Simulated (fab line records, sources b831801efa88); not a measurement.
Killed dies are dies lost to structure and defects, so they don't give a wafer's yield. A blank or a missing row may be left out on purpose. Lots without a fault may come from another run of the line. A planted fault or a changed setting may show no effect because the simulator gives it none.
Chamber matching | flow gf180mcu | GF_V3_CMP_26 on cmp-02: 4 sister chambers
The step polishes, stops on SiO2, t overpolish 15 s, target thk 0 nm. 4 wafers are shown with their chamber, then 10 later ones without.

WAFERS WITH THEIR CHAMBER
wafer  | chamber | motor_current_A (A)
L674.3 | 1       | 11.7
L674.5 | 2       | 10.3
L680.3 | 3       | 12.3
L680.4 | 0       | 11.7

WAFERS WITHOUT THEIR CHAMBER
wafer  | motor_current_A (A)
L680.5 | 11.9
L686.1 | 11.2
L686.3 | 11.5
L686.4 | 12.1
L687.1 | 11.5
L687.3 | 11.9
L687.6 | 9.9
L688.3 | 10.0
L688.4 | 12.1
L688.5 | 11.1

WHICH CHAMBER EACH WENT THROUGH
wafer  | from the rows above               | in truth
L680.5 | can't be placed: 0 or 1 or 3      | 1
L686.1 | can't be placed: 0 or 1 or 2 or 3 | 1
L686.3 | can't be placed: 0 or 1 or 3      | 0
L686.4 | can't be placed: 3 or 0 or 1      | 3
L687.1 | can't be placed: 0 or 1 or 3      | 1
L687.3 | can't be placed: 0 or 1 or 3      | 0
L687.6 | 2                                 | 2
L688.3 | 2                                 | 2
L688.4 | can't be placed: 3 or 0 or 1      | 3
L688.5 | can't be placed: 0 or 1 or 2 or 3 | 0
Placed correctly: 2 of 10. Can't be placed from these rows: 8 (the true chamber is among the candidates in 8). Placed wrongly: 0.
How it was worked out, from the rows above alone: a wafer's distance from a chamber is the root of the sum, over the readings, of the square of ((its reading less the chamber's mean) divided by the reading's scatter). The wafer belongs to the nearest chamber; if the next one is less than 2 further off, it can't be placed. A chamber's mean is the mean of its shown wafers. The scatter: with one shown wafer a chamber, the root of the mean of the squares of how far each hidden wafer lies from its nearest shown one.
